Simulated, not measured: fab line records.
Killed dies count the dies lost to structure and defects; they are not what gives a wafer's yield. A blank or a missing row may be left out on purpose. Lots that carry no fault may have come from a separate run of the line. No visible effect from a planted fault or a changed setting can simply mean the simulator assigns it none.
Struck lot and sound lot, side by side ; flow sky130 ; 30 out of 708 route steps
Sound: these wafers, L514.3, L514.5, L514.6. Wafers struck: L524.1, L524.2, L524.6. The cause comes at the end.
At each step with rows: each side's tool, then ch and its chambers, then its first start. Under that, the readings that differ: sound wafers ; struck wafers ; difference of the means ; sigmas: that difference in standard deviations of wafers without a fault.
alike: readings whose means differ by less than 2 such deviations, and words and numbers that are the same on both sides. not compared: withheld readings, readings that some wafer has no value for, bounds like >300 that may hide the same value, and numbers for which the record gives no deviation and whose values overlap.
A row with sigmas, a row that says differs or no value, or rows on one side alone: a step with any of these is where the two part. Non-overlapping numbers with no deviation appear without sigmas and do not part them. Lack of a reading on every wafer of one side parts them only where that side has two or more wafers.

SKY_PWDE_STRIP_09: strips in O2/N2.
  sound on plasma_asher-03 ch 0,1, day 5 19:28; struck on plasma_asher-02 ch 0,1, day 8 13:47
  alike: drypump_motor_current_A, oes_product_au, strip_time_to_endpoint_s
  not compared: rf_hours_counter_h
SKY_PWDE_TW_MEAS_10:
  sound on film_metro-01, day 5 19:34; struck on film_metro-01, day 8 13:53
  alike: PWDE_TW
then, 7 steps without rows for these wafers: SKY_NWELL_DEHYDRATE_03 (time 60 s); SKY_NWELL_HMDS_04 (prime time 60 s); SKY_NWELL_COAT_05 (resist thk 3000 nm); SKY_NWELL_SOFTBAKE_06; SKY_NWELL_EXPOSE_07 (exposes mask NWM, target cd 840 nm); SKY_NWELL_PEB_08; SKY_NWELL_DEVELOP_09 (develop time 60 s).
SKY_NWELL_OVL_MEAS_10:
  sound on overlay-02, day 6 13:58; struck on overlay-02, day 9 11:30
  alike: NWELL_00_OVL
then, 2 steps without rows for these wafers: SKY_NWELL_IMPLANT_11; SKY_NWELL_IMPLANT_12.
SKY_NWELL_IMPLANT_13:
  sound on implanter-04 ch 0, day 6 14:20; struck on implanter-01 ch 0, day 9 11:50
reading;sound;struck;difference;sigmas
dose_ions_cm2;7.007e+11 7.008e+11 7.003e+11;5.032e+11 5.044e+11 5.043e+11;-1.966e+11;-99 or more
faraday_current_uA;4.01 3.89 3.88;2.91 2.95 2.86;-1.02;-15
SKY_NWELL_STRIP_14: strips in O2/N2.
  sound on plasma_asher-03 ch 0,1, day 6 14:28; struck on plasma_asher-04 ch 0,1, day 9 11:59
  alike: drypump_motor_current_A, oes_product_au, strip_time_to_endpoint_s
  not compared: rf_hours_counter_h
SKY_NWELL_TW_MEAS_15:
  sound on film_metro-01, day 6 14:34; struck on film_metro-02, day 9 12:05
  alike: NWELL_TW
then, 7 steps without rows for these wafers: SKY_NWELL_DEHYDRATE_16 (time 60 s); SKY_NWELL_HMDS_17 (prime time 60 s); SKY_NWELL_COAT_18 (resist thk 3000 nm); SKY_NWELL_SOFTBAKE_19; SKY_NWELL_EXPOSE_20 (exposes mask NWM COMPLEMENT, target cd 840 nm); SKY_NWELL_PEB_21; SKY_NWELL_DEVELOP_22 (develop time 60 s).
SKY_NWELL_OVL_MEAS_23:
  sound on overlay-01, day 7 09:13; struck on overlay-02, day 10 10:19
reading;sound;struck;difference;sigmas
NWELL_01_OVL (nm);0.4 1.5 1.9;-1.9 -3.4 -0.9;-3.3;-3
then, 1 step without rows for these wafers: SKY_NWELL_IMPLANT_24.
SKY_NWELL_STRIP_25: strips in O2/N2.
  sound on plasma_asher-03 ch 0,1, day 7 09:26; struck on plasma_asher-04 ch 0,1, day 10 10:30
  alike: drypump_motor_current_A, oes_product_au, strip_time_to_endpoint_s
  not compared: rf_hours_counter_h
SKY_NWELL_TW_MEAS_26:
  sound on film_metro-02, day 7 09:31; struck on film_metro-01, day 10 10:36
  alike: NWELL_2_TW
then, 1 step without rows for these wafers: SKY_NWELL_CLEAN_27 (cleans in SC1/SC2, time 150 s).
SKY_NWELL_RTA_28: time 30 s.
  sound on rtp_anneal-02 ch 0, day 7 09:39; struck on rtp_anneal-02 ch 0, day 10 10:43
  alike: lamp_power_pct, wafer_temp_C_max
SKY_NWELL_RS_MEAS_29: measures by four-point-probe.
  sound on film_metro-01, day 7 09:46; struck on film_metro-02, day 10 10:49
reading;sound;struck;difference;sigmas
NWELL_RS (ohm/sq);624.7 624.6 623.8;632.4 634.3 632.1;+8.6;+6
-- the record jumps here: 40 days lie between the struck wafers' starts before and after (it left off in module NWELL and takes up again in module PAD_OPEN, whose first step shown is number 708 of the route) --
SKY_PAD_OPEN_PROBE_99:
  sound on prober-01, day 47 18:52; struck on prober-01, day 50 09:18
reading;sound;struck;difference;sigmas
model.etest.pfet_01v8_lvt.drive_ua_um;172.3 170.3 173;178.2 178.2 179.5;+6.8;
model.etest.pfet_g5v0d10v5.off_log10_a_um;-13.08 -13.17 -13.05;-11.88 -11.84 -11.65;+1.31;
model.etest.pfet_01v8_lvt.off_log10_a_um;-9.184 -9.244 -9.265;-8.29 -8.702 -8.341;+0.79;
model.etest.pfet_g5v0d10v5.vt_sat_v (V);-0.6792 -0.7054 -0.6902;-0.5751 -0.5694 -0.5512;+0.1264;
model.etest.pfet_16v.vt_v (V);-1.139 -1.129 -1.136;-1.046 -1.039 -1.028;+0.097;
model.etest.pfet_g5v0d10v5.vt_v (V);-0.8537 -0.8875 -0.8661;-0.7751 -0.7726 -0.7563;+0.1011;
  alike: killed_at_M0_to_M3, killed_at_M4_up, killed_at_contacts, killed_at_front_end, killed_at_other, killed_dies, killed_open, killed_short
  not compared: model.etest.pfet_g5v0d10v5.r_on_ohm_um, model.etest.pfet_g5v0d10v5.drive_ua_um

## WHERE THEY PART
At SKY_NWELL_IMPLANT_13 first; at SKY_NWELL_RS_MEAS_29 last (within this record only). Later steps at which nothing parts them and some readings are alike: SKY_PAD_OPEN_PROBE_99.

WHY: the cause the simulator had injected
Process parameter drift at SKY_NWELL_IMPLANT_13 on implanter-01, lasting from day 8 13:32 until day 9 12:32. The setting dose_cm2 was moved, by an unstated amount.
